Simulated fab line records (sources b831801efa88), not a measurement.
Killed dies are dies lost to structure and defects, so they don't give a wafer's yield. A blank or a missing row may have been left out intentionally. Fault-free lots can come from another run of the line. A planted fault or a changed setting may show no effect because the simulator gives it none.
Matching of chambers -- flow sky130 -- SKY_PASSIVATION_CVD_02 on pecvd-03 has 3 sister chambers
The step deposits Si3N4, target thk 540 nm. 6 wafers are shown with their chamber, then 12 later ones without.

== WAFERS WITH THEIR CHAMBER ==
wafer,chamber,heater-power-w (W)
L080.6,2,770
L081.3,1,1136
L081.6,0,866
L083.1,0,841
L083.2,2,759
L083.3,1,1082

== WAFERS WHOSE CHAMBER IS MISSING ==
wafer,heater-power-w (W)
L083.4,640
L083.5,877
L083.6,1081
L085.2,849
L085.3,765
L085.6,903
L089.1,778
L089.3,1112
L089.5,633
L095.2,792
L095.4,1129
L095.5,729

== EACH ONE'S CHAMBER ==
wafer,from the rows above,in truth
L083.4,2,2
L083.5,0,0
L083.6,1,1
L085.2,0,0
L085.3,2,2
L085.6,0,0
L089.1,2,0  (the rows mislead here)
L089.3,1,1
L089.5,2,2
L095.2,can't be placed: 2 or 0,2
L095.4,1,1
L095.5,2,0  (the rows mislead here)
Correctly placed: 9 of 12. These rows do not allow placing 1 (true chamber among the candidates in 1). Number placed wrongly: 2.
How it was worked out, from the rows above alone: a wafer's distance from a chamber is the root of the sum, over the readings, of the square of ((its reading less the chamber's mean) divided by the reading's scatter). If the next closest chamber is less than 2 further off than the closest, the wafer can't be placed; otherwise it belongs to the closest. The mean given for a chamber averages the wafers shown for that chamber. The scatter: the root of (the sum of the squares of (reading less its chamber's mean) over the shown wafers, divided by (wafers less chambers)).
